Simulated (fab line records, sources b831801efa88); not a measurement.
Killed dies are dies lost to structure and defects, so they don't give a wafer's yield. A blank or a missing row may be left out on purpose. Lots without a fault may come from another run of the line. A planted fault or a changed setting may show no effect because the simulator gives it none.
Which tool did it? | flow sky130 | 14 lots, 42 wafers sampled, at 4 steps of a route of 708

WHAT THE GAUGES READ, wafer by wafer
SKY_CAP2M_OVL_MEAS_12. Usual: CAP2M_OVL -0.2 nm, standard deviation 1.7.
lot  | measured     | on         | CAP2M_OVL (nm) | flag
L925 | day 40 20:48 | overlay-01 | 0.0 0.9 0.8    |
L927 | day 41 20:28 | overlay-02 | -0.7 -0.7 1.6  |
L926 | day 41 22:53 | overlay-02 | -1.3 -0.5 -1.4 |
L929 | day 42 03:51 | overlay-01 | 0.4 1.3 1.2    |
L928 | day 42 04:09 | overlay-02 | -2.4 -2.2 -1.4 |
L930 | day 42 09:41 | overlay-01 | 1.7 -0.3 -1.1  |
L931 | day 42 10:34 | overlay-02 | -0.7 -1.9 0.2  |
L938 | day 44 14:12 | overlay-01 | 0.8 0.9 -0.8   |
L940 | day 45 12:10 | overlay-01 | -3.8 -2.2 -2.5 |
L943 | day 45 23:50 | overlay-01 | -1.1 -1.4 -0.6 |
L944 | day 46 08:39 | overlay-01 | 0.3 -0.5 -0.8  |
L947 | day 47 18:29 | overlay-02 | 0.7 0.3 -1.3   |
L948 | day 47 21:23 | overlay-02 | -0.9 -1.8 -1.5 |
L946 | day 47 23:57 | overlay-01 | -2.1 -2.6 -2.7 |

SKY_PAD_OPEN_BOW_MEAS_13. Usual: PAD_OPEN_BOW 50 um, standard deviation 9.
lot  | measured     | on            | PAD_OPEN_BOW (um) | flag
L925 | day 45 21:17 | film_metro-02 | 49 51 55          |
L927 | day 46 18:08 | film_metro-01 | 48 56 49          |
L926 | day 46 20:57 | film_metro-02 | 55 49 53          |
L929 | day 47 00:39 | film_metro-02 | 56 49 52          |
L928 | day 47 02:23 | film_metro-04 | 53 54 55          |
L930 | day 47 06:01 | film_metro-02 | 48 32 40          |
L931 | day 47 06:59 | film_metro-01 | 56 44 56          |
L938 | day 49 03:36 | film_metro-04 | 42 32 39          |
L940 | day 49 21:37 | film_metro-01 | 44 52 42          |
L943 | day 50 05:46 | film_metro-04 | 34 45 48          |
L944 | day 50 13:49 | film_metro-01 | 51 51 64          |
L947 | day 51 14:22 | film_metro-04 | 45 35 25          |
L948 | day 51 14:32 | film_metro-01 | 52 48 61          |
L946 | day 51 16:49 | film_metro-01 | 57 52 44          |

WHICH TOOL RAN EACH LOT (tool, then ch and the chambers of the sampled wafers, then the start)
lot  | SKY_CONTACT_CVD_24            | SKY_VIA4_CMP_02
L925 | cvd_w-01 ch 0,1, day 31 19:59 | cmp-01 ch 0,1, day 41 22:49
L927 | cvd_w-02 ch 0,1, day 32 21:44 | cmp-02 ch 0,1,2, day 42 20:56
L926 | cvd_w-01 ch 0,1, day 32 22:05 | cmp-01 ch 2,3, day 43 00:25
L929 | cvd_w-01 ch 0,1, day 33 04:25 | cmp-02 ch 0,1,2, day 43 04:24
L928 | cvd_w-02 ch 0,1, day 33 05:22 | cmp-01 ch 2,3, day 43 04:59
L930 | cvd_w-02 ch 0,1, day 33 11:57 | cmp-01 ch 1,2,3, day 43 11:03
L931 | cvd_w-01 ch 0,1, day 33 12:16 | cmp-02 ch 0,1,3, day 43 11:43
L938 | cvd_w-02 ch 0,1, day 36 01:01 | cmp-02 ch 1,3, day 45 13:14
L940 | cvd_w-02 ch 0,1, day 37 00:49 | cmp-01 ch 0,2,3, day 46 11:13
L943 | cvd_w-01 ch 1, day 37 15:04   | cmp-02 ch 0,1,2, day 46 22:32
L944 | cvd_w-01 ch 0,1, day 38 02:49 | cmp-02 ch 0,2,3, day 47 07:53
L947 | cvd_w-01 ch 1, day 39 22:33   | cmp-02 ch 1,2,3, day 48 15:22
L948 | cvd_w-02 ch 0,1, day 40 00:05 | cmp-01 ch 0,1, day 48 18:04
L946 | cvd_w-02 ch 0,1, day 40 03:35 | cmp-01 ch 1,2,3, day 48 20:42
- SKY_CONTACT_CVD_24: deposits W, target thk 340 nm, time 102.12 s.
- SKY_VIA4_CMP_02: polishes SiO2.

WHAT THE TOOLS THEMSELVES READ (means of the sampled wafers that have a number; where no wafer has one, the mark that the record gives instead)
SKY_CONTACT_CVD_24. Usual: heater_power_w 954 W, standard deviation 100.
lot  | tool     | heater_power_w (W) | flag
L925 | cvd_w-01 | 887                |
L927 | cvd_w-02 | 1015               |
L926 | cvd_w-01 | 958                |
L929 | cvd_w-01 | 899                |
L928 | cvd_w-02 | 1003               |
L930 | cvd_w-02 | 1021               |
L931 | cvd_w-01 | 954                |
L938 | cvd_w-02 | 1001               |
L940 | cvd_w-02 | 952                |
L943 | cvd_w-01 | 835                |
L944 | cvd_w-01 | 903                |
L947 | cvd_w-01 | 782                |
L948 | cvd_w-02 | 955                |
L946 | cvd_w-02 | 963                |

SKY_VIA4_CMP_02. Usual: motor_current_A 12.4 A, standard deviation 1.3; platen_rpm 60.01 rpm, standard deviation 0.039.
lot  | tool   | motor_current_A (A) | platen_rpm (rpm) | flag
L925 | cmp-01 | 14.4                | 60.00            |
L927 | cmp-02 | 11.9                | 60.03            |
L926 | cmp-01 | 11.6                | 60.05            |
L929 | cmp-02 | 12.3                | 60.01            |
L928 | cmp-01 | 12.1                | 59.99            |
L930 | cmp-01 | 12.9                | 60.01            |
L931 | cmp-02 | 12.7                | 60.00            |
L938 | cmp-02 | 12.2                | 59.98            |
L940 | cmp-01 | 11.9                | 59.96            |
L943 | cmp-02 | 12.2                | 60.06            |
L944 | cmp-02 | 11.6                | 60.01            |
L947 | cmp-02 | 11.9                | 60.04            |
L948 | cmp-01 | 13.6                | 60.03            |
L946 | cmp-01 | 12.6                | 60.02            |

THE ANSWER, worked out from the rows above alone
Rule: a lot is off if the mean of its wafers that have a number lies more than 3 standard deviations from the usual mean. A lot without any number at a reading at which 4 lots or more have one is off too. The other lots that the step has rows for count as sound. The gauges are gone through in route order, then the tools' own readings, and for those a lot's mean is taken as printed above. The first step at which some lot is off is used, and at that step the reading that is off furthest; a lot without a number counts as furthest.
No lot is off at any reading shown: from this, nothing can be told.

WHAT THE SIMULATOR HAD PUT IN
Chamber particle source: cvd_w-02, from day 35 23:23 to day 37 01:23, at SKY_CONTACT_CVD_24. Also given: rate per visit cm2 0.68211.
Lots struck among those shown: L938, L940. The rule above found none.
